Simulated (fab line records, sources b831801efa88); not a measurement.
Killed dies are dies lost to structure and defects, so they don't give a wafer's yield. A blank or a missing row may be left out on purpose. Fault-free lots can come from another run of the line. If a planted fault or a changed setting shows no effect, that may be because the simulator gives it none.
Which of the tools did it? | flow gf180mcu | 6 lots with 18 wafers sampled at 2 steps, on a route of 602 steps

## WHAT THE GAUGES READ, wafer by wafer
GF_V5_OVL_MEAS_15.
lot  | measured     | on         | V5_OVL (nm)
L595 | day 27 20:04 | overlay-01 | -4 -2 -7
L599 | day 28 23:46 | overlay-02 | -2 -8 -3
L601 | day 29 19:54 | overlay-02 | -4 -10 -1
L603 | day 30 20:34 | overlay-01 | -10 -6 -8
L605 | day 31 18:41 | overlay-02 | -2 -2 -1
L615 | day 32 22:11 | overlay-01 | -1 2 1

## WHAT TOOL EACH LOT RAN ON (gives the tool, then ch and the chambers of the sampled wafers, and finally the start)
lot  | GF_V5_CVD_02
L595 | pecvd-01 ch 0,2, day 26 23:32
L599 | pecvd-04 ch 0,1,2, day 28 03:40
L601 | pecvd-03 ch 1,2, day 29 00:13
L603 | pecvd-01 ch 0,1, day 30 01:43
L605 | pecvd-01 ch 0,1,2, day 30 13:26
L615 | pecvd-01 ch 0,1, day 32 00:11
- GF_V5_CVD_02: deposits SiO2 from TEOS, target thk 1450 nm, time 163.28 s.

## THE ANSWER, worked out from the rows above alone
Rule: the usual values come from the lots themselves. Put in order of their means at a reading, lots are off if they are a third of the lots or fewer, leave a main group of 4 or more, and stand apart from it by a gap of 3 or more times the standard deviation of the main group's means; of several such gaps the widest counts. If all means in a main group match to the digits the tables above print for the reading, that group is not used. Also off: a lot with no number at a reading for which 4 or more lots have one. The other lots that the step has rows for count as sound.
None of the lots is off at any reading shown; this tells nothing.

## WHAT THE SIMULATOR PUT IN
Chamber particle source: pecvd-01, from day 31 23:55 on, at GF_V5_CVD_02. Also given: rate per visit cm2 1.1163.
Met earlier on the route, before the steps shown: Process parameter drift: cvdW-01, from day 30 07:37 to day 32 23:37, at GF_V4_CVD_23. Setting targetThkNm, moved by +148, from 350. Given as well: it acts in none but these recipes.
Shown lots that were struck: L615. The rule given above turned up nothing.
